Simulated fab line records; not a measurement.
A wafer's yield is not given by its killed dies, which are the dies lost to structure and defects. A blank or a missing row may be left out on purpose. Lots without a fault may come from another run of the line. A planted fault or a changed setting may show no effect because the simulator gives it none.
Matching of chambers :: flow sky130 :: SKY_VIA3_CMP_24 on cmp-01: 4 sister chambers
The step polishes, stops on SiO2, t overpolish 20 s, target thk 0 nm. 16 wafers are shown with their chamber, then 8 later ones without.

WAFERS, EACH WITH ITS CHAMBER
wafer: L405.1
chamber: 2
motor_current_A (A): 10.7
time_to_endpoint_s (s): 96
overpolish_run_s (s): 19.986

wafer: L405.2
chamber: 0
motor_current_A (A): 14.0
time_to_endpoint_s (s): 100
overpolish_run_s (s): 19.991

wafer: L405.5
chamber: 2
motor_current_A (A): 9.9
time_to_endpoint_s (s): 96
overpolish_run_s (s): 19.998

wafer: L406.1
chamber: 0
motor_current_A (A): 13.8
time_to_endpoint_s (s): 95
overpolish_run_s (s): 19.993

wafer: L406.3
chamber: 3
motor_current_A (A): 9.1
time_to_endpoint_s (s): 99
overpolish_run_s (s): 20.016

wafer: L406.6
chamber: 0
motor_current_A (A): 13.9
time_to_endpoint_s (s): 98
overpolish_run_s (s): 19.999

wafer: L407.1
chamber: 2
motor_current_A (A): 10.0
time_to_endpoint_s (s): 91
overpolish_run_s (s): 19.997

wafer: L407.3
chamber: 3
motor_current_A (A): 10.1
time_to_endpoint_s (s): 98
overpolish_run_s (s): 20.004

wafer: L407.4
chamber: 1
motor_current_A (A): 11.7
time_to_endpoint_s (s): 83
overpolish_run_s (s): 19.998

wafer: L409.2
chamber: 0
motor_current_A (A): 14.4
time_to_endpoint_s (s): 94
overpolish_run_s (s): 19.987

wafer: L409.3
chamber: 3
motor_current_A (A): 8.8
time_to_endpoint_s (s): 94
overpolish_run_s (s): 20.007

wafer: L409.4
chamber: 1
motor_current_A (A): 11.8
time_to_endpoint_s (s): 83
overpolish_run_s (s): 19.993

wafer: L410.1
chamber: 0
motor_current_A (A): 13.1
time_to_endpoint_s (s): 95
overpolish_run_s (s): 19.988

wafer: L410.2
chamber: 3
motor_current_A (A): 9.3
time_to_endpoint_s (s): 96
overpolish_run_s (s): 19.996

wafer: L410.4
chamber: 2
motor_current_A (A): 10.3
time_to_endpoint_s (s): 91
overpolish_run_s (s): 20.007

wafer: L413.2
chamber: 3
motor_current_A (A): 9.5
time_to_endpoint_s (s): 100
overpolish_run_s (s): 20.006

SIGNATURES, as means of the wafers listed above
reading: motor_current_A
chamber 0: 13.840
chamber 1: 11.750
chamber 2: 10.225
chamber 3: 9.360
scatter within a chamber: 0.432

reading: time_to_endpoint_s
chamber 0: 96.40
chamber 1: 83.00
chamber 2: 93.50
chamber 3: 97.40
scatter within a chamber: 2.47

reading: overpolish_run_s
chamber 0: 19.99160
chamber 1: 19.99550
chamber 2: 19.99700
chamber 3: 20.00580
scatter within a chamber: 0.00665
Rule: for a wafer and a chamber, the distance is found by dividing, reading by reading, the gap between the wafer's reading and the chamber's mean by the reading's scatter, squaring, summing and taking the root. The wafer belongs to the nearest chamber; if the next one is less than 2 further off, it can't be placed. The scatter: take each reading less its chamber's mean, square it, sum over the shown wafers, divide by the number of wafers less the number of chambers, and take the root.

WAFERS WHOSE CHAMBER IS MISSING
wafer: L413.5
motor_current_A (A): 12.0
time_to_endpoint_s (s): 83
overpolish_run_s (s): 19.990

wafer: L413.6
motor_current_A (A): 13.2
time_to_endpoint_s (s): 94
overpolish_run_s (s): 20.010

wafer: L415.1
motor_current_A (A): 9.4
time_to_endpoint_s (s): 103
overpolish_run_s (s): 20.001

wafer: L415.3
motor_current_A (A): 10.3
time_to_endpoint_s (s): 94
overpolish_run_s (s): 20.005

wafer: L415.5
motor_current_A (A): 8.8
time_to_endpoint_s (s): 99
overpolish_run_s (s): 19.997

wafer: L428.2
motor_current_A (A): 8.9
time_to_endpoint_s (s): 98
overpolish_run_s (s): 19.986

wafer: L428.3
motor_current_A (A): 11.7
time_to_endpoint_s (s): 82
overpolish_run_s (s): 19.997

wafer: L428.5
motor_current_A (A): 11.8
time_to_endpoint_s (s): 85
overpolish_run_s (s): 20.004

CHAMBER TAKEN BY EACH
wafer: L413.5
from the rows above: 1
in truth: 1

wafer: L413.6
from the rows above: 0
in truth: 0

wafer: L415.1
from the rows above: can't be placed: 3 or 2
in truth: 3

wafer: L415.3
from the rows above: can't be placed: 2 or 3
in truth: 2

wafer: L415.5
from the rows above: 3
in truth: 3

wafer: L428.2
from the rows above: can't be placed: 3 or 2
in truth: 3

wafer: L428.3
from the rows above: 1
in truth: 1

wafer: L428.5
from the rows above: 1
in truth: 1
Placed correctly: 5 of 8. Cannot be placed on the basis of these rows: 3; the candidates contain the true chamber in 3. Placed wrongly: 0.
